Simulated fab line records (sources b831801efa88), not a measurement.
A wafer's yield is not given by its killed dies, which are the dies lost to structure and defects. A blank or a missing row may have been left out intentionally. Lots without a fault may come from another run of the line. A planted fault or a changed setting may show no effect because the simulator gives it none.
Struck lot and sound lot, side by side + flow gf180mcu + 20 steps out of a route of 602
Sound: wafers L689.1, L689.2, L689.3. Wafers L697.2, L697.4, L697.6 were the ones struck. The cause is named last.
At each step with rows: each side's tool, then ch and its chambers, then its first start. Under that, the readings that differ: sound wafers + struck wafers + difference of the means + sigmas: that difference in standard deviations of wafers without a fault.
alike: words and numbers the same on both sides, and readings whose means are apart by under 2 such deviations; not compared: readings that were withheld, readings missing a value for some wafer, numbers with overlapping values and no deviation given by the record, and bounds like >300 which may hide the same value.
The two part at a step that has a row with sigmas, a row that says differs or no value, or rows on one side only. Numbers that don't overlap but have no deviation are shown without sigmas and don't part them. Lack of a reading on every wafer of one side parts them only where that side has two or more wafers.

first, 4 steps without rows for these wafers: GF_MVPSD_SOFTBAKE_03; GF_MVPSD_EXPOSE_04 (exposes mask MVPSD, target cd 1000 nm); GF_MVPSD_PEB_05; GF_MVPSD_DEVELOP_06 (develop time 60 s).
GF_MVPSD_OVL_MEAS_07:
  sound on overlay-01, day 7 23:40; struck on overlay-01, day 9 21:10
  alike: MVPSD_OVL
then, 2 steps without rows for these wafers: GF_MVPSD_IMPLANT_08; GF_MVPSD_IMPLANT_09.
GF_MVPSD_STRIP_10: strips in O2/N2.
  sound on plasmaAsher-02 ch 0,1, day 8 00:00; struck on plasmaAsher-03 ch 0,1, day 9 21:29
  alike: drypumpMotorCurrentA, heaterPowerW, oesProductAu, platenTempC, stripTimeToEndpointS
  not compared: rfHoursCounterH
GF_MVPSD_TW_MEAS_11:
  sound on filmMetro-03, day 8 00:06; struck on filmMetro-04, day 9 21:36
  alike: MVPSD_TW
then, 3 steps without rows for these wafers: GF_VT_IMPLANT_DEHYDRATE_00 (time 60 s); GF_VT_IMPLANT_HMDS_01 (prime time 60 s); GF_VT_IMPLANT_COAT_02 (resist thk 1000 nm).
GF_VT_IMPLANT_SOFTBAKE_03: time 60 s.
  sound on lithoTrack-02 ch 0, day 8 08:00; struck on lithoTrack-04 ch 0, day 10 06:20
| reading               | sound             | struck            | difference | sigmas      |
|-----------------------|-------------------|-------------------|------------|-------------|
| heaterPowerTotalW (W) | 56.61 56.53 56.62 | 69.82 69.75 69.90 | +13.24     | +99 or more |
then, 2 steps without rows for these wafers: GF_VT_IMPLANT_EXPOSE_04 (exposes mask LVPWELL LV AREA, target cd 600 nm); GF_VT_IMPLANT_PEB_05.
GF_VT_IMPLANT_DEVELOP_06: develop time 60 s.
  sound on lithoTrack-01 ch 0, day 8 16:13; struck on lithoTrack-01 ch 0, day 10 15:08
| reading                                        | sound             | struck         | difference | sigmas |
|------------------------------------------------|-------------------|----------------|------------|--------|
| model.NOVOLAK_of_VT_IMPLANT_COAT_02.thkNm (nm) | 993.2 998.3 997.2 | 1016 1018 1020 | +22        |        |
GF_VT_IMPLANT_OVL_MEAS_07:
  sound on overlay-02, day 8 16:22; struck on overlay-01, day 10 15:16
  alike: VT_IMPLANT_OVL
after that, 1 step had no rows for these wafers: GF_VT_IMPLANT_IMPLANT_08.
GF_VT_IMPLANT_STRIP_09: strips in O2/N2.
  sound on plasmaAsher-01 ch 0,1, day 8 16:33; struck on plasmaAsher-03 ch 0,1, day 10 15:27
| reading                  | sound             | struck            | difference | sigmas |
|--------------------------|-------------------|-------------------|------------|--------|
| stripTimeToEndpointS (s) | 12.55 12.62 12.59 | 12.82 12.76 12.80 | +0.21      | +6     |
  alike: drypumpMotorCurrentA, heaterPowerW, oesProductAu, platenTempC
  not compared: rfHoursCounterH
GF_VT_IMPLANT_TW_MEAS_10:
  sound on filmMetro-01, day 8 16:39; struck on filmMetro-04, day 10 15:34
  alike: VT_IMPLANT_TW

== WHERE THEY PART ==
At GF_VT_IMPLANT_SOFTBAKE_03 first; at GF_VT_IMPLANT_STRIP_09 last (within this record only). Later steps at which nothing parts them and some readings are alike: GF_VT_IMPLANT_TW_MEAS_10.

WHY: what the simulator had put in
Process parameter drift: lithoTrack-04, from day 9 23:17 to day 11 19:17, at GF_VT_IMPLANT_SOFTBAKE_03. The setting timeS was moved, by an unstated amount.
